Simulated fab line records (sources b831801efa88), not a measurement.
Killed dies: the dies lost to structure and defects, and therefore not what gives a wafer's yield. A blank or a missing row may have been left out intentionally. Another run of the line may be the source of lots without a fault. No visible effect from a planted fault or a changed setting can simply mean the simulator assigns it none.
fab line records	flow sky130
record lots=6	wafers=18	last-day=50
route steps=708 shown CAP2M@607 METAL4@621 VIA4@639 PAD_OPEN@708
lots that met no fault: from a run of the same line without faults
start-h: hours from the record's opening day to when the first of the lot's shown wafers began	wait-h: hours from the lot's prior step to this one	" repeats the value in the row above	L1.1+2: a row that stands for several wafers	- no value, or no start was given	* or withheld: withheld	< > ~ a bound
route shown NAME@n: names a module that has steps shown in the file, with the first one's number in the route	usual: average and standard deviation across the fault-free wafers	same: alike in all rows	chamber/n: place in a boat	sites: readings site by site	_std_site: how widely they spread, as a standard deviation	_edge_site: mean of outer sites minus mean of inner sites	radius-mm: for every site, how far away it sits from the centre of the wafer	mask NAME#n: copy n	behind: the last tool/chamber to shape the wafer	hold: why the lot went on hold/how many hours it stayed there/how the hold came to an end	device: the transistor (n, p or np) that didn't switch	end of line: at the end of the route, the tests of the same wafers	a step with no rows: only its recipe	killed: not the wafer's yield, but the dies lost to structure and defects at the first sort	map: a wafer's dies, marking killed ones x, the rest . and places with no die _
set.NAME: the setting the step ran with; set.NAME@STEP: the setting that earlier step ran with	model.NAME: the simulator's own value behind a step, which no gauge read
lots seen at some steps along the route; tables by step, rows by wafer
services: a tool's chamber out of use, with start hour (start-h, from the record's first day; less than 0 if before it), hours out, and reason
## steps
# step SKY_CAP2M_THK_MEAS_04
# recipe thk-meas-gauge=xrf	reads=TiN_of_CAP2M_SPUTTER_02
# usual CAP2M_TIN_THK=199.5/2.3
lot.wafer	tool	chamber	start-h	wait-h	CAP2M_TIN_THK[nm]
L214.1	film-metro-01	-	922.05	0.1	200.8
L214.3	"	-	"	"	201.1
L214.6	"	-	"	"	197.1
L219.2	film-metro-01	-	995.74	0.1	198.1
L219.3	"	-	"	"	200.5
L219.5	"	-	"	"	199.2
L224.1	film-metro-02	-	1005.94	0.1	200.8
L224.2	"	-	"	"	203.7
L224.3	"	-	"	"	204.7
L225.4	film-metro-02	-	1030.97	0.1	202.9
L225.5	"	-	"	"	199.7
L225.6	"	-	"	"	202.8
L228.2	film-metro-04	-	1054.49	0.1	200.5
L228.3	"	-	"	"	197.6
L228.4	"	-	"	"	197.4
L236.2	film-metro-04	-	1083.48	0.1	200.7
L236.4	"	-	"	"	200.3
L236.5	"	-	"	"	198.5
# step SKY_CAP2M_DEHYDRATE_05
# recipe temp-c=200	time-s=60
# step SKY_CAP2M_HMDS_06
# recipe prime-time-s=60	prime-temp-c=120
# step SKY_CAP2M_COAT_07
# recipe resist=NOVOLAK	spin-rpm=3000	resist-thk-nm=1140
# step SKY_CAP2M_SOFTBAKE_08
# recipe temp-c=90	time-s=60	resist=NOVOLAK
# step SKY_CAP2M_EXPOSE_09
# recipe mask-id=CAP2M	na=0.6	source-shape=conventional	sigma-outer=0.6	polarization=unpolarized	target-cd-nm=1000	dose-mj=159
# step SKY_CAP2M_PEB_10
# recipe temp-c=withheld	time-s=*	resist=NOVOLAK
# step SKY_CAP2M_DEVELOP_11
# recipe resist=NOVOLAK	developer=TMAH	develop-time-s=60	dev-temp-c=23
# step SKY_CAP2M_OVL_MEAS_12
# usual CAP2M_OVL=0.1/1.5
lot.wafer	tool	chamber	start-h	wait-h	CAP2M_OVL[nm]
L214.1	overlay-01	-	945.58	0.1	-0.8
L214.3	"	-	"	"	-1.5
L214.6	"	-	"	"	-0.8
L219.2	overlay-01	-	1016.86	0.1	-2.1
L219.3	"	-	"	"	-1.3
L219.5	"	-	"	"	-1.5
L224.1	overlay-02	-	1027.49	0.1	0.7
L224.2	"	-	"	"	1.9
L224.3	"	-	"	"	1.2
L225.4	overlay-01	-	1052.70	0.1	1.3
L225.5	"	-	"	"	3.4
L225.6	"	-	"	"	2.9
L228.2	overlay-01	-	1073.66	0.1	0.1
L228.3	"	-	"	"	-1.1
L228.4	"	-	"	"	0.1
L236.2	overlay-02	-	1102.51	0.1	2.4
L236.4	"	-	"	"	1.6
L236.5	"	-	"	"	0.4
# step SKY_CAP2M_METAL_ETCH_13
# recipe target-depth-nm=220	stop-on=SiO2	chemistry=Cl2/BCl3	target=TiN	pressure-mtorr=10	icp-w=900	bias-w=48.5	Cl2_flow_sccm=60	bcl3-flow-sccm=30	time-s=62.9
# step SKY_CAP2M_STRIP_14
# recipe chemistry=O2/N2	power-w=1400	pressure-mtorr=1500	platen-temp-c=withheld	o2-flow-sccm=3000	n2-flow-sccm=300	overash-fraction=0.5
# usual drypump-motor-current-A=5.73/0.25	oes-product-au=0.711/0.0043	strip-time-to-endpoint-s=12.64/0.046
lot.wafer	tool	chamber	start-h	wait-h	drypump-motor-current-A	oes-product-au	rf-hours-counter-h	strip-time-to-endpoint-s
L214.1	plasma-asher-04	1	945.70	0.1	5.70	0.715	82	12.60
L214.3	"	1	"	"	5.74	0.713	-	12.58
L214.6	"	1	"	"	5.71	0.707	-	12.60
L219.2	plasma-asher-03	0	1016.97	0.1	5.82	0.709	60	12.68
L219.3	"	0	"	"	5.80	0.711	-	12.70
L219.5	"	1	"	"	6.20	0.706	-	12.67
L224.1	plasma-asher-04	0	1027.68	0.1	5.83	0.713	91	12.60
L224.2	"	1	"	"	5.74	0.710	91	12.68
L224.3	"	1	"	"	5.72	0.714	-	12.66
L225.4	plasma-asher-04	0	1052.91	0.1	5.86	0.709	-	12.68
L225.5	"	1	"	"	5.74	0.703	-	12.70
L225.6	"	0	"	"	5.86	0.706	-	12.73
L228.2	plasma-asher-04	0	1073.77	0.1	5.87	0.701	95	12.62
L228.3	"	1	"	"	5.73	0.710	-	12.60
L228.4	"	0	"	"	5.85	0.704	-	12.61
L236.2	plasma-asher-01	1	1102.62	0.1	5.48	0.709	35	12.61
L236.4	"	1	"	"	5.46	0.705	-	12.59
L236.5	"	1	"	"	5.48	0.713	-	12.59
# step SKY_CAP2M_STRIP_15
# recipe chemistry=post-etch-residue-remover	time-s=1200	temp-c=72.5
# step SKY_CAP2M_CLEAN_16
# recipe chemistry=IPA	time-s=180	temp-c=25
lot.wafer	tool	chamber	start-h	wait-h
L214.1+3+6	wet-bench-01	1	946.17	0.0
L219.2+3+5	wet-bench-04	3	1017.41	0.0
L224.1+2+3	wet-bench-03	0	1028.13	0.0
L225.4+5+6	wet-bench-04	3	1053.35	0.0
L228.2+3+4	wet-bench-04	0	1074.21	0.0
L236.2+4+5	wet-bench-01	3	1103.06	0.0
# step SKY_CAP2M_CLEAN_17
# recipe chemistry=O3/DIW	dry=n2-spin
# step SKY_METAL4_DEHYDRATE_05
# recipe temp-c=200	time-s=60
# step SKY_METAL4_HMDS_06
# recipe prime-time-s=60	prime-temp-c=120
# step SKY_METAL4_COAT_07
# recipe resist=BARC	temp-c=withheld	time-s=withheld	spin-rpm=3000	resist-thk-nm=60
# step SKY_METAL4_COAT_08
# recipe resist=KrF-thick	spin-rpm=3000	resist-thk-nm=1140
# step SKY_METAL4_SOFTBAKE_09
# recipe temp-c=100	time-s=90	resist=KrF-thick
# step SKY_METAL4_EXPOSE_10
# recipe mask-id=MM4	na=0.68	source-shape=annular	sigma-inner=0.4	sigma-outer=0.8	target-cd-nm=300	dose-mj=28
# step SKY_METAL4_PEB_11
# recipe peb-temp-c=withheld	peb-time-s=withheld	resist=KrF-thick
# step SKY_METAL4_DEVELOP_12
# recipe develop-time-s=60	resist=KrF-thick	dev-temp-c=20.28
# step SKY_METAL4_CD_MEAS_13
# recipe target-cd-nm=300
# usual cd-nm=300.1/1.2
lot.wafer	tool	chamber	start-h	wait-h	cd-nm
L214.1	cd-sem-01	-	970.53	-	297.9
L214.3	"	-	"	"	298.2
L214.6	"	-	"	"	297.1
L219.2	cd-sem-02	-	1040.16	-	300.1
L219.3	"	-	"	"	300.5
L219.5	"	-	"	"	300.4
L224.1	cd-sem-02	-	1049.41	-	300.9
L224.2	"	-	"	"	297.8
L224.3	"	-	"	"	299.5
L225.4	cd-sem-01	-	1072.82	-	299.5
L225.5	"	-	"	"	300.3
L225.6	"	-	"	"	300.4
L228.2	cd-sem-02	-	1094.43	-	297.6
L228.3	"	-	"	"	298.2
L228.4	"	-	"	"	298.3
L236.2	cd-sem-01	-	1124.31	-	300.8
L236.4	"	-	"	"	301.2
L236.5	"	-	"	"	300.0
# step SKY_METAL4_OVL_MEAS_14
# usual METAL4_OVL=0/5.3
lot.wafer	tool	chamber	start-h	wait-h	METAL4_OVL[nm]
L214.1	overlay-01	-	970.65	0.1	1
L214.3	"	-	"	"	6
L214.6	"	-	"	"	15
L219.2	overlay-02	-	1040.26	0.1	-6
L219.3	"	-	"	"	0
L219.5	"	-	"	"	-3
L224.1	overlay-01	-	1049.53	0.1	-4
L224.2	"	-	"	"	-6
L224.3	"	-	"	"	2
L225.4	overlay-01	-	1072.90	0.1	-1
L225.5	"	-	"	"	-3
L225.6	"	-	"	"	-1
L228.2	overlay-01	-	1094.53	0.1	-1
L228.3	"	-	"	"	0
L228.4	"	-	"	"	-1
L236.2	overlay-02	-	1124.41	0.1	-12
L236.4	"	-	"	"	-9
L236.5	"	-	"	"	-2
# step SKY_METAL4_DESCUM_15
# recipe chemistry=O2	source-power-w=150	bias-power-w=0	pressure-mtorr=10	temp-c=40	time-s=8
# usual drypump-motor-current-A=5.8/0.58	oes-product-au=1.003/0.011
lot.wafer	tool	chamber	start-h	wait-h	drypump-motor-current-A	oes-product-au	rf-hours-counter-h
L214.1	rie-metal-04	0	970.69	0.0	5.0	1.020	16
L214.3	"	0	"	"	5.0	1.024	-
L214.6	"	0	"	"	5.1	1.009	-
L219.2	rie-metal-01	0	1040.29	0.0	4.9	1.003	21
L219.3	"	0	"	"	4.9	1.001	-
L219.5	"	0	"	"	4.9	1.004	-
L224.1	rie-metal-03	1	1049.56	0.0	6.0	1.000	9
L224.2	"	0	"	"	6.5	1.008	13
L224.3	"	1	"	"	6.0	0.984	-
L225.4	rie-metal-01	1	1072.92	0.0	5.8	0.999	-
L225.5	"	1	"	"	5.8	1.011	-
L225.6	"	0	"	"	4.9	0.994	-
L228.2	rie-metal-03	1	1094.56	0.0	6.0	0.989	12
L228.3	"	0	"	"	6.5	0.990	-
L228.4	"	1	"	"	6.0	1.012	-
L236.2	rie-metal-01	0	1124.44	0.0	4.9	1.001	28
L236.4	"	1	"	"	5.8	0.992	-
L236.5	"	0	"	"	4.9	1.011	-
# step SKY_METAL4_ETCH_16
# recipe chemistry=N2/H2	target=BARC	ion-energy-ev=200	bias-w=100	pressure-mtorr=30	n2-flow-sccm=100	h2-flow-sccm=200	icp-w=500	stop-on=SiO2	time-s=88.2	target-depth-a=600
# usual drypump-motor-current-A=5.8/0.58	oes-product-au=0.626/0.0048	throttle-valve-pct=13.205/0.0094
lot.wafer	tool	chamber	start-h	wait-h	drypump-motor-current-A	oes-product-au	rf-hours-counter-h	throttle-valve-pct
L214.1	rie-metal-04	0	970.73	0.0	5.1	0.631	16	13.205
L214.3	"	0	"	"	5.1	0.632	-	13.209
L214.6	"	0	"	"	5.1	0.632	-	13.203
L219.2	rie-metal-01	0	1040.32	0.0	4.9	0.622	21	13.205
L219.3	"	0	"	"	4.9	0.621	-	13.208
L219.5	"	0	"	"	4.9	0.623	-	13.223
L224.1	rie-metal-03	1	1049.60	0.0	6.0	0.624	9	13.200
L224.2	"	0	"	"	6.5	0.627	13	13.199
L224.3	"	1	"	"	6.0	0.619	-	13.210
L225.4	rie-metal-01	1	1072.98	0.0	5.8	0.633	-	13.224
L225.5	"	1	"	"	5.8	0.622	-	13.191
L225.6	"	0	"	"	4.9	0.632	-	13.211
L228.2	rie-metal-03	1	1094.60	0.0	6.0	0.621	12	13.217
L228.3	"	0	"	"	6.5	0.627	-	13.204
L228.4	"	1	"	"	6.0	0.623	-	13.201
L236.2	rie-metal-01	0	1124.47	0.0	4.9	0.627	28	13.189
L236.4	"	1	"	"	5.8	0.629	-	13.209
L236.5	"	0	"	"	4.9	0.621	-	13.179
# step SKY_METAL4_ETCH_17
# recipe target=SiO2	stop-on=TiN	chemistry=C4F8/O2/Ar	source-w=1500	bias-w=1200	pressure-mtorr=40	c4f8-flow-sccm=withheld	O2_flow_sccm=6	Ar_flow_sccm=300	time-s=3.9	target-depth-a=150
# step SKY_METAL4_METAL_ETCH_18
# recipe target-depth-a=8450	stop-on=SiO2	over-etch-frac=0.3	time-s=183.1	chemistry=Cl2/BCl3	resist-sidewall-deg=88	pressure-mtorr=10	icp-w=900	bias-w=48.5	Cl2_flow_sccm=60	bcl3-flow-sccm=30
# step SKY_METAL4_STRIP_19
# recipe chemistry=O2/N2	power-w=1400	pressure-mtorr=1500	platen-temp-c=withheld	o2-flow-sccm=3000	n2-flow-sccm=300	overash-fraction=0.5
# usual drypump-motor-current-A=5.6/0.51	oes-product-au=0.499/0.0054	strip-time-to-endpoint-s=6.47/0.079
lot.wafer	tool	chamber	start-h	wait-h	drypump-motor-current-A	oes-product-au	rf-hours-counter-h	strip-time-to-endpoint-s
L214.1	plasma-asher-02	0	971.06	0.1	6.1	0.511	113	6.65
L214.3	"	1	"	"	4.8	0.512	-	6.67
L214.6	"	1	"	"	4.8	0.508	-	6.71
L219.2	plasma-asher-01	0	1040.80	0.2	5.3	0.501	29	6.42
L219.3	"	1	"	"	5.4	0.496	-	6.42
L219.5	"	1	"	"	5.5	0.497	-	6.47
L224.1	plasma-asher-01	1	1049.95	0.2	5.5	0.500	30	6.44
L224.2	"	0	"	"	5.3	0.495	30	6.41
L224.3	"	1	"	"	5.5	0.497	-	6.41
L225.4	plasma-asher-02	1	1073.27	0.1	4.8	0.502	-	6.53
L225.5	"	1	"	"	4.8	0.499	-	6.51
L225.6	"	0	"	"	6.1	0.490	-	6.35
L228.2	plasma-asher-02	1	1094.89	0.1	4.8	0.489	3	6.39
L228.3	"	0	"	"	6.1	0.500	-	6.46
L228.4	"	1	"	"	4.8	0.500	-	6.40
L236.2	plasma-asher-03	0	1124.77	0.1	5.8	0.493	70	6.39
L236.4	"	0	"	"	5.8	0.498	-	6.38
L236.5	"	1	"	"	6.2	0.497	-	6.34
# step SKY_METAL4_STRIP_20
# recipe chemistry=post-etch-residue-remover	time-s=1200	temp-c=72.5
# step SKY_METAL4_CLEAN_21
# recipe chemistry=IPA	time-s=180	temp-c=25
# step SKY_METAL4_CLEAN_22
# recipe chemistry=O3/DIW	dry=n2-spin
# step SKY_VIA4_HDPCVD_00
# recipe material=SiO2	target-thk-nm=1750	sigma-open-frac=0.3	time-s=291.7	temp-c=400	sih4-flow-sccm=60	pressure-mtorr=6
# step SKY_VIA4_THK_MEAS_01
# recipe reads=SiO2_of_VIA4_HDPCVD_00
# usual VIA4_HDPCVD_THK=1763/18
lot.wafer	tool	chamber	start-h	wait-h	VIA4_HDPCVD_THK[nm]
L214.1	film-metro-02	-	972.18	0.1	1740
L214.3	"	-	"	"	1740
L214.6	"	-	"	"	1747
L219.2	film-metro-04	-	1041.98	0.1	1731
L219.3	"	-	"	"	1763
L219.5	"	-	"	"	1750
L224.1	film-metro-03	-	1050.80	0.1	1773
L224.2	"	-	"	"	1777
L224.3	"	-	"	"	1759
L225.4	film-metro-02	-	1074.66	0.0	1755
L225.5	"	-	"	"	1757
L225.6	"	-	"	"	1756
L228.2	film-metro-03	-	1095.67	0.1	1785
L228.3	"	-	"	"	1768
L228.4	"	-	"	"	1772
L236.2	film-metro-04	-	1126.20	0.1	1775
L236.4	"	-	"	"	1764
L236.5	"	-	"	"	1738
# step SKY_VIA4_CMP_02
# recipe material=SiO2	down-force-psi=4	platen-rpm=60	pad-velocity-m-s=0.94248
# usual motor-current-A=12.0/1.7	retaining-ring-pressure-frac=1.000/0.0049
lot.wafer	tool	chamber	start-h	wait-h	motor-current-A	retaining-ring-pressure-frac
L214.1	cmp-01	3	972.34	0.1	13.5	1.000
L214.3	"	0	"	"	11.0	1.002
L214.6	"	2	"	"	15.2	1.004
L219.3	cmp-01	0	1044.08	2.1	11.2	1.008
L219.2	"	1	"	"	10.4	1.002
L219.5	"	1	"	"	10.9	0.996
L224.1	cmp-01	2	1054.96	4.1	14.5	0.997
L224.3	"	3	"	"	13.6	1.000
L224.2	"	0	"	"	10.9	1.005
L225.4	cmp-02	2	1074.79	0.1	11.6	0.998
L225.5	"	0	"	"	10.9	1.003
L225.6	"	1	"	"	10.8	1.001
L228.2	cmp-01	1	1095.77	0.1	10.5	1.000
L228.3	"	2	"	"	15.0	1.008
L228.4	"	3	"	"	13.6	0.995
L236.4	cmp-01	2	1126.35	0.1	15.8	0.999
L236.2	"	3	"	"	12.8	1.012
L236.5	"	0	"	"	11.0	1.003
# step SKY_VIA4_BOW_MEAS_03
# recipe mode=bow
# usual VIA4_BOW=80/8.8
lot.wafer	tool	chamber	start-h	wait-h	VIA4_BOW[um]
L214.1	film-metro-04	-	972.54	0.1	91
L214.3	"	-	"	"	76
L214.6	"	-	"	"	67
L219.2	film-metro-02	-	1044.40	0.2	79
L219.3	"	-	"	"	87
L219.5	"	-	"	"	73
L224.1	film-metro-04	-	1055.23	0.2	84
L224.2	"	-	"	"	80
L224.3	"	-	"	"	85
L225.4	film-metro-02	-	1075.05	0.2	78
L225.5	"	-	"	"	81
L225.6	"	-	"	"	91
L228.2	film-metro-03	-	1096.04	0.2	96
L228.3	"	-	"	"	86
L228.4	"	-	"	"	89
L236.2	film-metro-04	-	1126.57	0.1	90
L236.4	"	-	"	"	94
L236.5	"	-	"	"	83
# step SKY_VIA4_DEHYDRATE_04
# recipe temp-c=200	time-s=60
# step SKY_VIA4_HMDS_05
# recipe prime-time-s=60	prime-temp-c=120
# step SKY_VIA4_COAT_06
# recipe resist=NOVOLAK	spin-rpm=3000	resist-thk-nm=1140
# step SKY_VIA4_SOFTBAKE_07
# recipe temp-c=90	time-s=60	resist=NOVOLAK
# step SKY_VIA4_EXPOSE_08
# recipe mask-id=VIM4	na=0.6	source-shape=conventional	sigma-outer=0.6	polarization=unpolarized	target-cd-nm=800	dose-mj=132
# step SKY_VIA4_PEB_09
# recipe temp-c=withheld	time-s=*	resist=NOVOLAK
# step SKY_PAD_OPEN_PROBE_99
# usual defect-limited-yield=82.5/1.9	killed_at_M0_to_M3=42/6.4	killed_at_M4_up=2.9/1.7	killed-at-contacts=25/5.2	killed-at-front-end=16/4.4	killed-at-other=0.4/0.65	killed-dies=86/9.2	killed-open=47/6.6	killed-short=39/5.8	sort_bin_3_pad_short=0.9/0.42	sort_bin_5_function=10.4/1.5	sort_bin_6_memory=6.3/1	sort-n-pass=406/9.2	sort-yield-pct=82.5/1.9
# same gross-dies=492	killed-at-back-side=0	sort_bin_4_leakage[%]=0	sort_bin_8_speed[%]=0
lot.wafer	tool	chamber	start-h	wait-h	defect-limited-yield[%]	killed_at_M0_to_M3	killed_at_M4_up	killed-at-contacts	killed-at-front-end	killed-at-other	killed-dies	killed-open	killed-short	sort_bin_3_pad_short[%]	sort_bin_5_function[%]	sort_bin_6_memory[%]	sort-n-pass	sort-yield-pct[%]	model.etest.tester.sort-n-pass	model.etest.tester.sort-yield-pct	model.etest.tester.sort_bin_5_pct	model.etest.tester.sort_bin_3_pct
L219.2	prober-01	-	1130.47	0.1	82.3	49	3	18	17	0	87	46	41	0.6	8.7	8.3	405	82.3	405	82.32	8.74	0.6098
L219.3	prober-01	-	1130.52	0.2	82.9	42	7	18	16	1	84	43	41	1.2	9.6	6.3	408	82.9	408	82.93	9.553	1.22
L219.5	prober-01	-	1130.62	0.2	82.3	44	3	24	16	0	87	46	41	0.6	11.2	5.9	405	82.3	405	82.32	11.18	0.6098
L224.1	prober-02	-	1142.44	0.1	85.0	33	5	22	14	0	74	44	30	0.6	8.5	5.9	418	85.0	418	84.96	8.537	0.6098
L224.2	prober-02	-	1142.49	0.1	79.9	52	4	26	17	0	99	58	41	0.8	12.4	6.9	393	79.9	393	79.88	12.4	0.813
L224.3	prober-02	-	1142.54	0.2	85.0	36	1	20	16	1	74	35	39	0.4	9.1	5.5	418	85.0	418	84.96	9.146	0.4065
L225.4	prober-01	-	1159.12	0.2	69.7	40	1	27	16	65	149	41	44	4.9	17.3	8.1	343	69.7	343	69.72	17.28	4.878
L225.5	prober-01	-	1159.17	0.2	70.9	44	0	28	6	65	143	46	31	5.3	16.9	6.9	349	70.9	349	70.94	16.87	5.285
L225.6	prober-01	-	1159.22	0.2	69.5	42	5	22	16	65	150	42	42	5.5	16.9	8.1	342	69.5	342	69.51	16.87	5.488
L228.2	prober-02	-	1177.33	0.1	69.5	32	5	24	18	71	150	44	35	5.7	18.3	6.5	342	69.5	342	69.51	18.29	5.691
L228.3	prober-02	-	1177.38	0.2	71.1	36	4	14	20	68	142	37	38	5.3	17.7	5.9	350	71.1	350	71.14	17.68	5.285
L228.4	prober-02	-	1177.43	0.2	68.7	37	7	24	20	66	154	41	47	6.3	18.5	6.5	338	68.7	338	68.7	18.5	6.301
L236.2	prober-02	-	1202.06	0.1	82.1	46	4	21	17	0	88	43	45	1.0	10.4	6.5	404	82.1	404	82.11	10.37	1.016
L236.4	prober-02	-	1202.16	0.2	79.3	53	6	32	11	0	102	59	43	0.6	13.6	6.5	390	79.3	390	79.27	13.62	0.6098
L236.5	prober-02	-	1202.21	0.2	80.9	50	5	26	13	0	94	51	43	1.4	12.0	5.7	398	80.9	398	80.89	11.99	1.423
# killed by level:class
L219.2 VIA1:geometric-particle:open=11 VIA3:geometric-particle:open=10 METAL1:geometric-particle:short=9 VIA2:geometric-particle:open=8 POLY_GATE:geometric-particle:short=6 POLY_GATE:geometric-particle:open=5 LOCAL_INTERCONNECT:geometric-particle:short=5 CONTACT:geometric-particle:short=5
L219.3 VIA1:geometric-particle:open=10 CONTACT:geometric-particle:open=9 VIA3:geometric-particle:open=8 POLY_GATE:geometric-particle:short=5 LI_CONTACT:geometric-particle:open=5 METAL1:geometric-particle:short=5 VIA1:geometric-particle:short=5 FIELD_ISO:geometric-particle:short=4
L219.5 CONTACT:geometric-particle:open=12 VIA3:geometric-particle:open=8 VIA1:geometric-particle:open=7 METAL1:geometric-particle:short=7 FIELD_ISO:geometric-particle:short=6 CONTACT:geometric-particle:short=6 VIA1:geometric-particle:short=5 FIELD_ISO:geometric-particle:open=4
L224.1 CONTACT:geometric-particle:open=10 FIELD_ISO:geometric-particle:open=5 LI_CONTACT:geometric-particle:open=5 VIA1:geometric-particle:open=5 VIA2:geometric-particle:open=5 VIA3:geometric-particle:open=5 FIELD_ISO:geometric-particle:short=4 METAL1:geometric-particle:short=4
L224.2 VIA1:geometric-particle:open=14 LI_CONTACT:geometric-particle:open=11 CONTACT:geometric-particle:open=8 VIA1:geometric-particle:short=8 VIA2:geometric-particle:open=6 FIELD_ISO:geometric-particle:open=5 METAL1:geometric-particle:short=5 METAL2:geometric-particle:short=5
L224.3 CONTACT:geometric-particle:open=8 VIA3:geometric-particle:open=6 VIA1:geometric-particle:open=6 POLY_GATE:geometric-particle:short=5 LI_CONTACT:geometric-particle:open=5 VIA1:geometric-particle:short=5 VIA2:geometric-particle:open=5 CONTACT:geometric-particle:short=4
L225.4 CAP2M:unspecified=63 VIA2:geometric-particle:open=8 CONTACT:geometric-particle:open=7 VIA3:geometric-particle:open=7 LI_CONTACT:geometric-particle:short=6 LOCAL_INTERCONNECT:geometric-particle:short=6 VIA1:geometric-particle:open=5 METAL3:geometric-particle:short=5
L225.5 CAP2M:unspecified=65 VIA1:geometric-particle:open=12 LI_CONTACT:geometric-particle:open=11 VIA3:geometric-particle:open=10 METAL2:geometric-particle:short=6 CONTACT:geometric-particle:open=6 CONTACT:geometric-particle:short=6 LOCAL_INTERCONNECT:geometric-particle:short=3
L225.6 CAP2M:unspecified=65 VIA1:geometric-particle:open=9 LI_CONTACT:geometric-particle:open=9 METAL1:geometric-particle:short=6 POLY_GATE:geometric-particle:short=5 CONTACT:geometric-particle:open=5 VIA3:geometric-particle:open=5 VIA3:geometric-particle:short=4
L228.2 CAP2M:unspecified=71 LI_CONTACT:geometric-particle:open=9 VIA1:geometric-particle:short=7 VIA1:geometric-particle:open=7 FIELD_ISO:geometric-particle:short=6 FIELD_ISO:geometric-particle:open=6 VIA3:geometric-particle:open=5 CONTACT:geometric-particle:open=4
L228.3 CAP2M:unspecified=66 VIA1:geometric-particle:open=8 FIELD_ISO:geometric-particle:open=7 CONTACT:geometric-particle:open=7 FIELD_ISO:geometric-particle:short=6 METAL1:geometric-particle:short=5 VIA3:geometric-particle:open=5 METAL3:geometric-particle:short=5
L228.4 CAP2M:unspecified=66 LI_CONTACT:geometric-particle:open=12 FIELD_ISO:geometric-particle:short=9 VIA1:geometric-particle:open=7 METAL2:geometric-particle:short=7 METAL4:geometric-particle:short=6 CONTACT:geometric-particle:open=5 VIA2:geometric-particle:open=5
L236.2 VIA3:geometric-particle:open=9 METAL1:geometric-particle:short=8 CONTACT:geometric-particle:open=8 VIA1:geometric-particle:open=6 VIA1:geometric-particle:short=5 SPACER:geometric-particle:open=4 LI_CONTACT:geometric-particle:short=4 METAL2:geometric-particle:short=4
L236.4 CONTACT:geometric-particle:open=13 METAL1:geometric-particle:short=9 VIA1:geometric-particle:open=9 METAL2:geometric-particle:short=8 LI_CONTACT:geometric-particle:open=7 VIA2:geometric-particle:open=6 VIA3:geometric-particle:open=6 FIELD_ISO:geometric-particle:open=4
L236.5 VIA3:geometric-particle:open=13 VIA1:geometric-particle:open=9 METAL2:geometric-particle:short=9 LI_CONTACT:geometric-particle:open=8 CONTACT:geometric-particle:open=8 LOCAL_INTERCONNECT:geometric-particle:short=5 VIA2:geometric-particle:open=5 POLY_GATE:geometric-particle:short=4
# map L225.6 (x killed, . not)
__________....xx...._________
________x.x........xx._______
______........x........x_____
_____...............x..xx____
____.....x..x..x....xx..x.___
___..x....x............x..x__
__.xx....x.........x....x.x._
_.x.x.x.x.x....x.....x..xxx..
_.x....xx...............x...x
_xx...xx...xx..x.x......x....
_...............x............
_x.....xx.......x.......x..xx
_...x..............x....x....
_.....x.......x.x..x.x.......
_......xx......xxxxxx...x.x..
__...xxx..x...xxxxxxx...x..._
___..x......x.xxxxxxxxx....__
____.........xxxxxxxxxxx..___
_____x....x..xxxxxxxxxxx.____
______.x.....xxxxxxxxxx._____
________....x.xxxxxxxx_______
__________.xx...xxxx_________
# map L228.4 (x killed, . not)
__________.........x_________
________x...........xx_______
______.x..x.......x...x._____
_____........x.x.x.xx..x.____
____...........x....xx....___
___...........xxxx.xxx.x...__
__..x........xxxxxx......x.._
_x....x..x.xxxxxxxxxx..x....x
_..x.x..xxxxxxxxxxxxx........
_........xxxxxxxxxxxx..x.....
_...xx.x...xxxxxxxxxx....x.x.
_.........x.xxxxxxx...x......
_.x..x.......xxxxxxxx.xx.xxxx
_.x..........x.xxx..x.......x
_x..x.....xx....x...x.x...x..
__.x.........xx.....x..xx..._
___....xx..x........x......__
____....x......x..........___
_____........x......xx...____
______..x.x.xx.......x.._____
________......xx......_______
__________....x....._________
## services
tool	chamber	start-h	hours	kind
cmp-02	-	926.17	1.0	repair
plasma-asher-03	-	936.46	2.5	repair
plasma-asher-01	-	966.93	14.9	repair
rie-metal-01	-	1003.60	1.4	pm
cmp-01	-	1016.77	4.9	pm
rie-metal-04	1	1017.03	24.3	repair
rie-metal-03	0	1019.29	14.3	repair
cmp-02	-	1038.51	10.4	pm
rie-metal-03	1	1039.80	2.1	repair
cmp-02	-	1049.64	1.3	repair
plasma-asher-02	-	1055.25	9.0	pm
plasma-asher-02	0	1055.25	9.0	vent-cycle
plasma-asher-02	1	1055.25	9.0	vent-cycle
plasma-asher-02	0	1064.25	-	clean
plasma-asher-03	-	1067.99	3.6	repair
cmp-01	-	1072.86	1.1	repair
rie-metal-03	0	1079.82	9.5	repair
cmp-01	-	1084.62	4.0	pm
cmp-01	-	1088.62	-	consumable-replace:conditioner
cmp-01	-	1088.62	-	consumable-replace:pad
cmp-02	-	1090.79	0.9	repair
wet-bench-01	-	1108.43	1.8	repair
cmp-01	-	1114.51	1.9	repair
cmp-02	-	1121.22	4.3	pm
## key
first-sign step=SKY_PAD_OPEN_PROBE_99	reading=killed-at-other	direction=up	sigmas=66	usual=0.4	struck=66.7
effect step=SKY_PAD_OPEN_PROBE_99	reading=sort_bin_3_pad_short	direction=up	sigmas=11	usual=0.9	struck=5.5
model-effect step=SKY_PAD_OPEN_PROBE_99	value=etest.tester.sort-n-pass	without=402.7	struck=344
met-at SKY_CAP2M_CLEAN_16
struck-wafers L225.4,L225.5,L225.6,L228.2,L228.3,L228.4
onset-between 1017.41 1053.35
also-fits SKY_CAP2M_STRIP_14:plasma-asher-04,SKY_METAL4_STRIP_19:plasma-asher-02
fault kind=chamber-particle-source	tool=wet-bench-04	chamber=-	onset-h=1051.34	steps=SKY_CAP2M_CLEAN_16	rate-per-visit-cm2=2.0796	end-h=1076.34
